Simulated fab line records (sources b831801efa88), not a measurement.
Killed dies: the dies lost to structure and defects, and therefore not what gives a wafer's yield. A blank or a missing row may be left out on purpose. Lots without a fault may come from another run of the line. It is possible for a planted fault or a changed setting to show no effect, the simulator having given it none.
Lot-split experiment ; flow sky130 ; 23 wafers read across 5 lots, on a route 708 steps long

## THE SPLIT
At SKY_LDD_P_COAT_02 (resist thk 1140 nm), the setting spin_rpm was moved away from the recipe's 3000 rpm on 8 of the 23 wafers read, by -7.2% to -3.7%. All remaining wafers had this setting at the recipe value.

The reading comes from the split's own step.

## THE READING
NOVOLAK_of_LDD_P_COAT_02.thk_nm (the simulator's own value, which no gauge read), in nm, at SKY_LDD_P_COAT_02 (resist thk 1140 nm). The file does not state a usual value for it. Average 1141 nm, standard deviation 4.2 nm, over the 15 wafers here run with the recipe.

wafer;tool, chamber at the split;spin_rpm as run, rpm;against the recipe;NOVOLAK_of_LDD_P_COAT_02.thk_nm, nm;against lot-mates on the recipe
L076.1;litho_track-02, 0;2785;-7.2%;1176;+42
L076.3;litho_track-02, 0;2785;-7.2%;1174;+40
L076.4;litho_track-02, 0;3000;recipe;1134;-
L076.5;litho_track-02, 0;2785;-7.2%;1178;+44
L076.6;litho_track-02, 0;3000;recipe;1133;-
L077.1;litho_track-02, 0;3000;recipe;1147;-
L077.2;litho_track-02, 0;2890;-3.7%;1170;+24
L077.3;litho_track-02, 0;2890;-3.7%;1167;+21
L077.4;litho_track-02, 0;2890;-3.7%;1168;+22
L077.5;litho_track-02, 0;3000;recipe;1145;-
L079.1;litho_track-01, 0;3000;recipe;1146;-
L079.2;litho_track-01, 0;3000;recipe;1142;-
L079.5;litho_track-01, 0;3000;recipe;1142;-
L079.3;litho_track-01, 0;2884;-3.9%;1168;+25
L079.6;litho_track-01, 0;2884;-3.9%;1166;+23
L081.1;litho_track-02, 0;3000;recipe;1144;-
L081.2;litho_track-02, 0;3000;recipe;1143;-
L081.5;litho_track-02, 0;3000;recipe;1143;-
L084.2;litho_track-02, 0;3000;recipe;1139;-
L084.3;litho_track-02, 0;3000;recipe;1140;-
L084.4;litho_track-02, 0;3000;recipe;1137;-
L084.6;litho_track-02, 0;3000;recipe;1137;-
L084.5;litho_track-02, 0;3000;recipe;1136;-

THE FIT
A straight line over all 23 wafers: NOVOLAK_of_LDD_P_COAT_02.thk_nm changes by -5.51 nm for each +1% of spin_rpm; r = -0.95; the points scatter about the line by 5.1 nm.
The same after taking each lot's own level away (the mean of its wafers on the recipe; 23 wafers): -5.97 nm for each +1%; r = -1.00; scatter 1.4 nm.
According to that fit, moving spin_rpm by its largest amount changes the reading by 43 nm.
From 1133.5 to 1146.0 nm: that is the span of the lots' own levels, equal to 3.0 times the standard deviation above.
So the lot-to-lot level changes the slope little: the two slopes agree.
Check: +43 nm against its lot-mates is what the line predicts for one of the wafers moved furthest among these (-7.2%) when that wafer is left out of the fit. It came out at +42.5 nm against them.

## OTHER SPLITS APPLIED TO THESE WAFERS
These wafers also went through other splits before the reading. Each is held against what the fit with the lots' levels taken away leaves over:
other split on the same wafers;wafers away from the commonest value;r with NOVOLAK_of_LDD_P_COAT_02.thk_nm (lot level and that fit taken away)
SKY_RES_PROTECT_COAT_02 resist_thk_nm;12;+0.09
SKY_POLY_GATE_EXPOSE_10 dose_mj;7;+0.26
SKY_LDD_N_IMPLANT_15 energy_kev;9;+0.02

## THE WHOLE CHAIN: every reading that the file lists as answering this split, in the file's order
step;what it does;reading;change (the file's fit);r (the file's)
SKY_LDD_P_COAT_02;resist thk 1140 nm;NOVOLAK_of_LDD_P_COAT_02.thk_nm (the simulator's own value, which no gauge read);-6 nm for each +1% of the setting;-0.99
SKY_LDD_P_STRIP_10;strips in O2/N2;strip_time_to_endpoint_s;withheld for each +1% of the setting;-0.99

## THE FILE'S OWN FIT
NOVOLAK_of_LDD_P_COAT_02.thk_nm changes by -6 nm for each +1% of spin_rpm, r = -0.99.
